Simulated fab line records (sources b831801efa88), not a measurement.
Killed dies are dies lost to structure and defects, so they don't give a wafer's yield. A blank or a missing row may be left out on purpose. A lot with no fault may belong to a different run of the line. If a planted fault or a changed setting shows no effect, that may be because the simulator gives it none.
Comparing a struck lot with a sound one + flow gf180mcu + 17 out of 602 route steps
Sound: the wafers L184.2, L184.3, L184.4. Struck: wafer L200.6 (L200.3, L200.5, from the same lot, were not struck and are left out); the cause is given at the end.
Each step with rows lists, per side, the tool, then ch with its chambers, then its first start. Under that, the readings that differ: sound wafers + struck wafers + difference of the means + sigmas: that difference in standard deviations of wafers without a fault.
alike: readings whose means differ by less than 2 such deviations, and words and numbers that are the same on both sides. not compared: withheld readings, readings that some wafer has no value for, bounds like >300 that may hide the same value, and numbers for which the record gives no deviation and whose values overlap.
A row with sigmas, a row that says differs or no value, or rows on one side alone: a step with any of these is where the two part. Numbers that don't overlap but have no deviation are shown without sigmas and don't part them. Lack of a reading on every wafer of one side parts them only where that side has two or more wafers.

first, 4 steps without rows for these wafers: GF_M1_SOFTBAKE_10 (time 60 s); GF_M1_EXPOSE_11 (exposes mask Metal1, target cd 230 nm); GF_M1_PEB_12 (peb time 90 s); GF_M1_DEVELOP_13 (develop time 60 s).
GF_M1_CD_MEAS_14: target cd 230 nm.
  struck on cd_sem-02, day 24 10:28; sound on cd_sem-02, day 18 08:34
  alike: cd_nm
GF_M1_OVL_MEAS_15:
  struck on overlay-02, day 24 10:34; sound on overlay-01, day 18 08:40
  alike: M1_OVL
GF_M1_METAL_ETCH_16: etches the open film in Cl2/BCl3, stops on SiO2, target depth 627.5 nm, time 104.6 s.
  sound on rie_metal-03 ch 1, day 18 08:44; struck on rie_metal-02 ch 0, day 24 10:37
  alike: drypump_motor_current_A, oes_product_au, throttle_valve_pct
  not compared: rf_hours_counter_h
GF_M1_STRIP_17: strips in O2/N2.
  sound on plasma_asher-01 ch 0,1, day 18 08:56; struck on plasma_asher-01 ch 1, day 24 10:44
  alike: drypump_motor_current_A, heater_power_w, oes_product_au, strip_time_to_endpoint_s
  not compared: rf_hours_counter_h
then, 3 steps without rows for these wafers: GF_M1_STRIP_18 (strips in post etch residue remover, time 1200 s); GF_M1_CLEAN_19 (cleans in DIW); GF_V1_CVD_00 (deposits SiO2, target thk 600 nm, time 100 s).
GF_V1_THK_MEAS_01:
  struck on film_metro-04, day 24 11:19; sound on film_metro-02, day 18 09:33
  alike: V1_CVD_00_THK
GF_V1_CVD_02: deposits SiO2 from TEOS, target thk 850 nm, time 94.851 s.
  sound on pecvd-04 ch 0,2, day 18 09:36; struck on pecvd-01 ch 0, day 24 11:22
| reading                             | sound             | struck | difference | sigmas |
|-------------------------------------|-------------------|--------|------------|--------|
| run_length_s (s)                    | 123.1 122.4 122.5 | 137.5  | +14.8      | +27    |
| model.SiO2_of_V1_CVD_02.thk_nm (nm) | 850.2 862.3 860.2 | 967.1  | +109.5     |        |
  alike: heater_power_w, susceptor_temp_C
GF_V1_THK_MEAS_03:
  struck on film_metro-04, day 24 11:29; sound on film_metro-03, day 18 09:43
| reading            | sound       | struck | difference | sigmas |
|--------------------|-------------|--------|------------|--------|
| V1_CVD_02_THK (nm) | 850 862 860 | 967    | +110       | +9     |
GF_V1_CMP_04: polishes SiO2.
  sound on cmp-01 ch 0,1,3, day 18 09:46; struck on cmp-01 ch 0, day 24 11:34
| reading                | sound    | struck | difference | sigmas |
|------------------------|----------|--------|------------|--------|
| time_to_endpoint_s (s) | 69 80 82 | 111    | +34        | +5     |
  alike: motor_current_A, platen_rpm, slurry_filter_dp_kPa
GF_V1_BOW_MEAS_05:
  struck on film_metro-03, day 24 11:52; sound on film_metro-04, day 18 10:05
  alike: V1_BOW
GF_PASSIVATION_PROBE_99:
  rows exist in the record for the sound wafers here (prober-01, day 30 00:53), none for the struck ones

## WHERE THEY PART
At GF_V1_CVD_02 first; at GF_PASSIVATION_PROBE_99 last (within this record only).

WHY: what the simulator had put in
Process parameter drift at GF_V1_CVD_02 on pecvd-01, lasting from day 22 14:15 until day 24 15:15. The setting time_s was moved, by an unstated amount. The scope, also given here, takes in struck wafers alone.
